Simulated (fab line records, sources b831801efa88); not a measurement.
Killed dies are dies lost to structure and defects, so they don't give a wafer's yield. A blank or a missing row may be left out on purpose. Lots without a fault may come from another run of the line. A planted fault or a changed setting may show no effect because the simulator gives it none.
fab line records | flow sky130 | part 2 of 2: steps 35 to 35 of 35
record lots=7 wafers=21 last_day=50
route steps=708 shown SD_P@327 RES_XHIGH@332 SD_N@342 SALICIDE@361 PAD_OPEN@708
lots that met no fault: from a run of the same line without faults
start_h: hours from the record's first day to the start of the lot's first wafer shown | wait_h: hours since the lot's step before | " the same as in the row above | L1.1+2: a row that stands for several wafers | - no value, or no start given | * or withheld: withheld | < > ~ a bound
route shown NAME@n: a module of which the file shows steps, and the number in the route of the first | usual: mean/standard deviation of fault-free wafers | same: alike in all rows | chamber/n: place in a boat | sites: the reading at each site | _std_site: their standard deviation | _edge_site: outer sites' mean less inner sites' | radius_mm: how far each site lies from the wafer's centre | mask NAME#n: copy n | behind: the tool/chamber that last shaped the wafer | hold: why the lot was held/for how many hours/how that ended | device: the transistor (n, p or np) that didn't switch | end of line: the same wafers' tests at the end of the route | a step without rows: its recipe alone | killed: dies lost to structure and defects at the first sort, not the wafer's yield | map: a wafer's dies, x killed, . not, _ none there
set.NAME: the setting as run; set.NAME@STEP: as run at that earlier step | model.NAME: the simulator's own value behind a step, which no gauge read
lots at some steps of the route; a table a step, a row a wafer
services: from which hour (start_h, from the record's first day; less than 0 if before it) a tool's chamber was out of use, for how many hours, and why
## steps
# step SKY_PAD_OPEN_PROBE_99
# usual killed_at_M0_to_M3=44/7.4 killed_at_M4_up=3.2/2 killed_at_contacts=24/5.1 killed_at_front_end=15/4.8 killed_at_other=0.2/0.46 killed_dies=86/10 killed_open=47/7.5 killed_short=39/7
# same gross_dies=492 killed_at_back_side=0
# columns lot.wafer tool chamber start_h wait_h killed_at_M0_to_M3 killed_at_M4_up killed_at_contacts killed_at_front_end killed_at_other killed_dies killed_open killed_short model.etest.res_xhigh_po.line_ohm_um model.etest.res_xhigh_po.rs_ohm_sq model.etest.res_xhigh_po.rs_ohm_sq_range model.etest.res_xhigh_po.rs_ohm_sq_rim_less_centre
L856.1 prober-02 - 1096.85 0.1 49 0 22 17 0 88 53 35 5679 1982 84.9 -55.52
L856.4 prober-02 - 1097.00 0.2 38 0 17 12 1 68 36 32 5557 1951 65.69 -38.54
L856.6 prober-02 - 1097.10 0.2 55 3 24 14 0 96 58 38 5445 1943 55.97 -23.17
L858.2 prober-01 - 1128.82 0.1 32 5 33 8 0 78 44 34 5695 1990 86.44 -73.61
L858.3 prober-01 - 1128.87 0.2 47 0 21 15 0 83 52 31 5425 1893 83.57 -74.07
L858.5 prober-01 - 1128.97 0.2 32 1 31 9 0 73 39 34 5682 2003 95.19 -80.86
L864.2 prober-01 - 1167.03 0.1 52 3 32 13 0 100 59 41 1.998e+04 6860 320.4 -57.56
L864.3 prober-01 - 1167.08 0.2 38 1 24 11 1 75 44 31 2.023e+04 7178 294.8 137.5
L864.5 prober-01 - 1167.18 0.2 45 2 27 10 0 84 54 29 2.044e+04 7052 216.3 -119.9
L868.1 prober-02 - 1170.71 0.1 43 1 29 15 0 88 55 33 2e+04 6939 507 -398.9
L868.2 prober-02 - 1170.76 0.1 51 2 25 19 0 97 50 46 1.923e+04 6705 334.7 -251.3
L868.6 prober-02 - 1170.96 0.2 51 4 18 21 0 94 48 46 1.943e+04 6886 381.4 -331.5
L867.2 prober-01 - 1172.63 0.1 46 1 27 12 1 87 50 37 2.306e+04 7962 507.6 -199.3
L867.3 prober-01 - 1172.68 0.2 35 3 23 16 0 77 36 41 2.129e+04 7378 462 -297.1
L867.5 prober-01 - 1172.78 0.2 48 8 20 15 0 91 55 36 2.217e+04 7643 491.1 -318.6
L871.2 prober-02 - 1182.82 0.1 31 3 24 9 0 67 33 34 6113 2137 90.27 -80.91
L871.3 prober-02 - 1182.87 0.2 34 5 26 18 0 83 41 42 5671 2016 83.38 -58.13
L871.4 prober-02 - 1182.92 0.2 44 6 21 11 1 83 46 37 5898 2063 77.79 -60.03
L872.2 prober-01 - 1190.22 0.1 51 3 27 12 0 93 55 38 5751 1988 136.5 -121.8
L872.5 prober-01 - 1190.37 0.2 44 1 20 6 0 71 46 25 5602 1974 115.5 -105.3
L872.6 prober-01 - 1190.42 0.2 43 6 19 12 0 80 33 47 5705 1996 120.4 -113.2
# killed by level:class
L856.1 VIA1:geometric_particle:open=17 CONTACT:geometric_particle:open=7 METAL1:geometric_particle:short=7 LI_CONTACT:geometric_particle:open=6 VIA3:geometric_particle:open=6 CONTACT:geometric_particle:short=6 FIELD_ISO:geometric_particle:open=5 VIA1:geometric_particle:short=4
L856.4 VIA1:geometric_particle:short=8 CONTACT:geometric_particle:open=6 VIA2:geometric_particle:open=6 VIA1:geometric_particle:open=5 VIA3:geometric_particle:open=5 METAL2:geometric_particle:short=4 FIELD_ISO:geometric_particle:open=3 POLY_GATE:geometric_particle:short=3
L856.6 VIA2:geometric_particle:open=14 CONTACT:geometric_particle:open=11 VIA1:geometric_particle:open=9 METAL1:geometric_particle:short=7 VIA3:geometric_particle:open=7 POLY_GATE:geometric_particle:open=6 METAL2:geometric_particle:short=5 LOCAL_INTERCONNECT:geometric_particle:short=4
L858.2 CONTACT:geometric_particle:open=12 LI_CONTACT:geometric_particle:open=9 METAL1:geometric_particle:short=8 CONTACT:geometric_particle:short=7 VIA3:geometric_particle:open=7 POLY_GATE:geometric_particle:open=6 VIA1:geometric_particle:open=6 METAL4:geometric_particle:short=5
L858.3 LI_CONTACT:geometric_particle:open=8 VIA1:geometric_particle:open=8 VIA1:geometric_particle:short=8 VIA3:geometric_particle:open=7 CONTACT:geometric_particle:open=7 VIA2:geometric_particle:open=6 POLY_GATE:geometric_particle:open=5 METAL2:geometric_particle:short=4
L858.5 CONTACT:geometric_particle:open=13 CONTACT:geometric_particle:short=8 VIA2:geometric_particle:open=6 LI_CONTACT:geometric_particle:open=5 VIA1:geometric_particle:open=5 VIA1:geometric_particle:short=4 LOCAL_INTERCONNECT:geometric_particle:short=4 METAL2:geometric_particle:short=4
L864.2 CONTACT:geometric_particle:open=13 VIA1:geometric_particle:open=10 METAL1:geometric_particle:short=9 LI_CONTACT:geometric_particle:open=8 CONTACT:geometric_particle:short=7 VIA3:geometric_particle:open=7 VIA2:geometric_particle:open=5 VIA1:geometric_particle:short=5
L864.3 VIA1:geometric_particle:open=11 CONTACT:geometric_particle:open=9 LI_CONTACT:geometric_particle:open=5 VIA1:geometric_particle:short=5 FIELD_ISO:geometric_particle:short=4 LOCAL_INTERCONNECT:geometric_particle:short=4 VIA2:geometric_particle:open=4 VIA3:geometric_particle:open=4
L864.5 VIA1:geometric_particle:open=15 CONTACT:geometric_particle:open=10 VIA2:geometric_particle:open=7 METAL3:geometric_particle:short=6 CONTACT:geometric_particle:short=6 VIA3:geometric_particle:open=5 LI_CONTACT:geometric_particle:open=4 METAL1:geometric_particle:short=4
L868.1 CONTACT:geometric_particle:open=15 VIA2:geometric_particle:open=13 VIA3:geometric_particle:open=7 FIELD_ISO:geometric_particle:short=6 CONTACT:geometric_particle:short=6 VIA1:geometric_particle:short=6 LI_CONTACT:geometric_particle:open=5 VIA1:geometric_particle:open=5
L868.2 VIA3:geometric_particle:open=15 CONTACT:geometric_particle:open=10 POLY_GATE:geometric_particle:short=8 VIA2:geometric_particle:open=8 FIELD_ISO:geometric_particle:short=7 METAL1:geometric_particle:short=7 CONTACT:geometric_particle:short=6 LI_CONTACT:geometric_particle:open=6
L868.6 VIA2:geometric_particle:open=10 VIA2:geometric_particle:short=8 METAL2:geometric_particle:short=7 CONTACT:geometric_particle:open=7 VIA1:geometric_particle:short=7 VIA3:geometric_particle:open=7 VIA1:geometric_particle:open=6 POLY_GATE:geometric_particle:open=6
L867.2 VIA1:geometric_particle:open=14 LI_CONTACT:geometric_particle:open=9 VIA3:geometric_particle:open=7 CONTACT:geometric_particle:open=6 CONTACT:geometric_particle:short=6 METAL2:geometric_particle:short=5 VIA2:geometric_particle:open=5 LI_CONTACT:geometric_particle:short=4
L867.3 VIA1:geometric_particle:short=7 FIELD_ISO:geometric_particle:open=6 CONTACT:geometric_particle:short=6 CONTACT:geometric_particle:open=6 VIA1:geometric_particle:open=5 METAL1:geometric_particle:short=5 LI_CONTACT:geometric_particle:open=4 METAL2:geometric_particle:short=4
L867.5 VIA1:geometric_particle:open=11 FIELD_ISO:geometric_particle:open=9 VIA2:geometric_particle:open=8 LI_CONTACT:geometric_particle:open=8 VIA3:geometric_particle:open=7 METAL4:geometric_particle:short=6 CONTACT:geometric_particle:open=5 FIELD_ISO:geometric_particle:short=4
L871.2 CONTACT:geometric_particle:open=9 VIA1:geometric_particle:open=6 METAL1:geometric_particle:short=5 LI_CONTACT:geometric_particle:open=4 LOCAL_INTERCONNECT:geometric_particle:short=4 VIA3:geometric_particle:open=4 LI_CONTACT:geometric_particle:short=3 CONTACT:geometric_particle:short=3
L871.3 CONTACT:geometric_particle:open=9 VIA1:geometric_particle:short=9 LI_CONTACT:geometric_particle:open=7 FIELD_ISO:geometric_particle:open=5 CONTACT:geometric_particle:short=5 VIA1:geometric_particle:open=5 METAL2:geometric_particle:short=5 METAL4:geometric_particle:short=5
L871.4 VIA1:geometric_particle:open=10 CONTACT:geometric_particle:open=9 METAL1:geometric_particle:short=9 VIA2:geometric_particle:open=7 VIA3:geometric_particle:open=7 POLY_GATE:geometric_particle:short=5 LI_CONTACT:geometric_particle:open=4 METAL4:geometric_particle:short=4
L872.2 VIA1:geometric_particle:open=14 CONTACT:geometric_particle:open=11 VIA2:geometric_particle:open=8 METAL1:geometric_particle:short=7 CONTACT:geometric_particle:short=5 VIA1:geometric_particle:short=5 FIELD_ISO:geometric_particle:open=4 VIA2:geometric_particle:short=4
L872.5 VIA1:geometric_particle:open=11 VIA2:geometric_particle:open=9 VIA3:geometric_particle:open=8 CONTACT:geometric_particle:open=7 LOCAL_INTERCONNECT:geometric_particle:short=4 VIA3:geometric_particle:short=4 FIELD_ISO:geometric_particle:short=3 LI_CONTACT:geometric_particle:open=3
L872.6 VIA2:geometric_particle:open=8 CONTACT:geometric_particle:short=7 VIA3:geometric_particle:open=6 FIELD_ISO:geometric_particle:short=5 METAL2:geometric_particle:short=5 METAL1:geometric_particle:short=5 METAL4:geometric_particle:short=5 VIA1:geometric_particle:open=4
## services
# columns tool chamber start_h hours kind
implanter-02 - 600.63 0.7 repair
implanter-04 - 608.60 2.8 repair
implanter-02 - 619.00 3.9 pm
implanter-02 - 629.77 41.2 pm
rtp_anneal-01 - 646.08 3.6 pm
implanter-03 - 723.11 4.1 pm
implanter-02 - 728.54 2.2 repair
plasma_asher-01 - 733.75 9.0 pm
plasma_asher-01 0 733.75 9.0 vent_cycle
plasma_asher-01 1 733.75 9.0 vent_cycle
implanter-02 - 742.41 0.8 repair
plasma_asher-01 0 742.75 - clean
plasma_asher-01 1 742.75 - clean
implanter-04 - 782.90 2.2 repair
plasma_asher-04 - 791.32 0.8 repair
implanter-04 - 794.93 14.5 repair
implanter-04 - 802.96 4.8 repair
## key
first_sign step=SKY_RES_XHIGH_IMPLANT_07 reading=dose_ions_cm2 direction=down sigmas=99+ usual=* struck=*
effect step=SKY_RES_XHIGH_IMPLANT_07 reading=beam_on_s direction=down sigmas=3.7 usual=38 struck=24
effect step=SKY_RES_XHIGH_STRIP_08 reading=strip_time_to_endpoint_s direction=down sigmas=2.8 usual=* struck=*
effect step=SKY_RES_XHIGH_TW_MEAS_09 reading=RES_XHIGH_TW direction=down sigmas=22 usual=1655 struck=1392
effect step=SKY_SD_N_RS_MEAS_18 reading=RES_XHIGH_RS direction=up sigmas=99+ usual=333.2 struck=527.6
model_effect step=SKY_PAD_OPEN_PROBE_99 value=etest.res_xhigh_po.line_ohm_um without=5644 struck=2.065e+04
met_at SKY_RES_XHIGH_IMPLANT_07
struck_wafers L864.2,L864.3,L864.5,L867.2,L867.3,L867.5,L868.1,L868.2,L868.6
tester_left_out L864,L867,L868
onset_between 648.18 747.62
fault kind=process_parameter_drift tool=implanter-04 chamber=- onset_h=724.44 steps=SKY_RES_XHIGH_IMPLANT_07 channel=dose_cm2 offset=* shape=step end_h=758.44 acts_in=* stated=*
# tester_left_out: of these lots the tester's yield and bins aren't shown, on N5 and GAA mostly nor the transistor test; their killed dies are dies lost to structure and defects alone, not to doping, threshold or leakage, so they don't give the yield
